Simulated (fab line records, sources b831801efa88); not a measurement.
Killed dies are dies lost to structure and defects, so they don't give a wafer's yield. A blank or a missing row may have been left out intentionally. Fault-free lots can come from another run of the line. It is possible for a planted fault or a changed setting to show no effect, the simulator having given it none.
A struck lot beside a sound one ; flow sky130 ; 47 steps out of a route of 708
Sound: wafers L849.1, L849.2, L849.5. Wafers struck: L862.2, L862.3, L862.5. Last of all comes the cause.
Order at every step that has rows: each side's tool, ch and its chambers, its first start. Under that, the readings that differ: sound wafers ; struck wafers ; difference of the means ; sigmas: that difference in standard deviations of wafers without a fault.
alike: readings whose means differ by less than 2 such deviations, and words and numbers that are the same on both sides. not compared: withheld readings, readings that some wafer has no value for, bounds like >300 that may hide the same value, and numbers for which the record gives no deviation and whose values overlap.
The two part at a step that has a row with sigmas, a row that says differs or no value, or rows on one side only. Non-overlapping numbers with no deviation appear without sigmas and do not part them. Lack of a reading on every wafer of one side parts them only where that side has two or more wafers.

SKY_POLY_GATE_CD_MEAS_13: the cd target is 150 nm.
  sound: cd_sem-01 at day 17 08:29; struck: cd_sem-02 at day 22 02:15
  alike: cd_nm
SKY_POLY_GATE_OVL_MEAS_14:
  sound: overlay-02 at day 17 08:36; struck: overlay-01 at day 22 02:22
  alike: POLY_GATE_OVL
SKY_POLY_GATE_ETCH_15: etches BARC in N2/H2, stops on SiO2, time 118.5 s, target depth 110 nm.
  sound on rie_diel-04 ch 0,2,3, day 17 08:38; struck on rie_diel-01 ch 1,3, day 22 02:23
  alike: drypump_motor_current_A, oes_product_au, throttle_valve_pct
  not compared: rf_hours_counter_h
SKY_POLY_GATE_ETCH_16: etches Si3N4 in CH3F/O2, stops on poly-Si, time 147.5 s, target depth 75 nm.
  sound on rie_diel-04 ch 0,2,3, day 17 08:43; struck on rie_diel-01 ch 1,3, day 22 02:28
  alike: drypump_motor_current_A, oes_product_au, throttle_valve_pct
  not compared: rf_hours_counter_h
SKY_POLY_GATE_ETCH_17: etches poly-Si in HBr/Cl2, stops on SiO2, target depth 180 nm, time 70.5 s.
  sound on rie_si-02 ch 0,2,3, day 17 08:49; struck on rie_si-02 ch 1,2,3, day 22 02:34
  alike: drypump_motor_current_A, oes_product_au, throttle_valve_pct
  not compared: rf_hours_counter_h
SKY_POLY_GATE_STRIP_18: strips in O2/N2.
  sound on plasma_asher-03 ch 0,1, day 17 08:52; struck on plasma_asher-03 ch 0,1, day 22 02:37
  alike: drypump_motor_current_A, oes_product_au, strip_time_to_endpoint_s
  not compared: rf_hours_counter_h
then, 2 steps without rows for these wafers: SKY_POLY_GATE_CLEAN_19 (cleans in SC1/SC2, time 150 s); SKY_POLY_GATE_OXIDATION_20 (stabilise 600 s, purge 300 s, target thk 4 nm).
SKY_POLY_GATE_THK_MEAS_21:
  sound: film_metro-02 at day 17 11:04; struck: film_metro-04 at day 22 04:02
  alike: POLY_GATE_OXIDATION_THK
SKY_POLY_GATE_CD_MEAS_22:
  sound: cd_sem-02 at day 17 11:10; struck: cd_sem-02 at day 22 04:07
  alike: cd_nm
then, 2 steps without rows for these wafers: SKY_LDD_N_DEHYDRATE_00 (time 60 s); SKY_LDD_N_HMDS_01 (prime time 60 s).
SKY_LDD_N_COAT_02: resist thk 300 nm.
  struck on litho_track-02, day 22 19:10; sound on litho_track-02 ch 0, day 18 01:50
  no value came back on the struck wafers for chill_plate_temp_C (C), dispense_pressure_kPa (kPa); on the sound wafers chill_plate_temp_C (C) reads 22.90 22.99 22.91
then, 4 steps without rows for these wafers: SKY_LDD_N_SOFTBAKE_03 (time 60 s); SKY_LDD_N_EXPOSE_04 (exposes mask NTM, target cd 840 nm); SKY_LDD_N_PEB_05; SKY_LDD_N_DEVELOP_06 (develop time 60 s).
SKY_LDD_N_OVL_MEAS_07:
  sound: overlay-02 at day 18 16:57; struck: overlay-01 at day 23 10:33
reading;sound;struck;difference;sigmas
LDD_N_OVL (nm);1.4 2.9 1.0;- - -;no value on the struck wafers;
then, 8 steps without rows for these wafers: SKY_LDD_N_IMPLANT_08; SKY_LDD_N_IMPLANT_09; SKY_LDD_N_IMPLANT_10; SKY_LDD_N_IMPLANT_11; SKY_LDD_N_IMPLANT_12; SKY_LDD_N_IMPLANT_13; SKY_LDD_N_IMPLANT_14; SKY_LDD_N_IMPLANT_15.
SKY_LDD_N_STRIP_16: strips in O2/N2.
  sound on plasma_asher-03 ch 0,1, day 18 18:11; struck on plasma_asher-01 ch 0,1, day 23 11:47
  no value came back on the struck wafers for oes_product_au (a.u.), strip_time_to_endpoint_s (s); on the sound wafers oes_product_au (a.u.) reads 0.402 0.407 0.409
  alike: drypump_motor_current_A
  not compared: rf_hours_counter_h
SKY_LDD_N_TW_MEAS_17:
  sound: film_metro-01 at day 18 18:17; struck: film_metro-01 at day 23 11:53
  alike: LDD_N_TW
then, 7 steps without rows for these wafers: SKY_LDD_P_DEHYDRATE_00 (time 60 s); SKY_LDD_P_HMDS_01 (prime time 60 s); SKY_LDD_P_COAT_02 (resist thk 1140 nm); SKY_LDD_P_SOFTBAKE_03 (time 60 s); SKY_LDD_P_EXPOSE_04 (exposes mask PSDM, target cd 380 nm); SKY_LDD_P_PEB_05; SKY_LDD_P_DEVELOP_06 (develop time 60 s).
SKY_LDD_P_CD_MEAS_07: the cd target is 380 nm.
  sound: cd_sem-02 at day 20 01:08; struck: cd_sem-01 at day 24 18:10
  alike: cd_nm
SKY_LDD_P_OVL_MEAS_08:
  sound: overlay-01 at day 20 01:16; struck: overlay-02 at day 24 18:17
  alike: LDD_P_OVL
then, 2 steps without rows for these wafers: SKY_LDD_P_IMPLANT_09; SKY_LDD_P_STRIP_10 (strips in O2/N2).
SKY_LDD_P_TW_MEAS_11:
  sound: film_metro-01 at day 20 01:40; struck: film_metro-02 at day 24 18:34
reading;sound;struck;difference;sigmas
LDD_P_TW;638 636 637;2565 2558 2562;+1925;+99 or more
then, 2 steps without rows for these wafers: SKY_LDD_HVN_DEHYDRATE_00 (time 60 s); SKY_LDD_HVN_HMDS_01 (prime time 60 s).
SKY_LDD_HVN_TW_MEAS_10:
  sound: film_metro-03 at day 21 08:05; struck: film_metro-03 at day 25 23:29
reading;sound;struck;difference;sigmas
LDD_HVN_TW;1432 1433 1431;2681 2682 2697;+1255;+99 or more
SKY_LDD_HVP_TW_MEAS_10:
  sound: film_metro-04 at day 22 15:13; struck: film_metro-04 at day 27 04:53
reading;sound;struck;difference;sigmas
LDD_HVP_TW;461 456 460;2595 2591 2593;+2134;+99 or more
SKY_LDD_LDN_TW_MEAS_13:
  sound: film_metro-03 at day 23 21:49; struck: film_metro-01 at day 28 10:35
reading;sound;struck;difference;sigmas
LDD_LDN_TW;1495 1485 1492;2640 2655 2653;+1159;+99 or more
-- here the record skips 2 days between the struck wafers' starts before and after, leaving off in module LDD_LDN and picking up in module SD_P (first step shown: number 331 of the route) --
SKY_SD_P_TW_MEAS_11:
  sound: film_metro-04 at day 26 12:20; struck: film_metro-04 at day 30 21:04
reading;sound;struck;difference;sigmas
SD_P_TW;2831 2836 2835;3035 3034 3035;+201;+11
SKY_RES_XHIGH_TW_MEAS_09:
  sound: film_metro-04 at day 27 17:14; struck: film_metro-04 at day 32 00:26
reading;sound;struck;difference;sigmas
RES_XHIGH_TW;1638 1641 1650;2657 2650 2654;+1011;+92

WHERE THEY PART
Earliest at SKY_LDD_N_COAT_02; latest, in this record, at SKY_RES_XHIGH_TW_MEAS_09.

WHY: what the simulator had put in
Skipped step whole: litho_track-02, from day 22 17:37 on, at SKY_LDD_N_COAT_02. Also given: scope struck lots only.
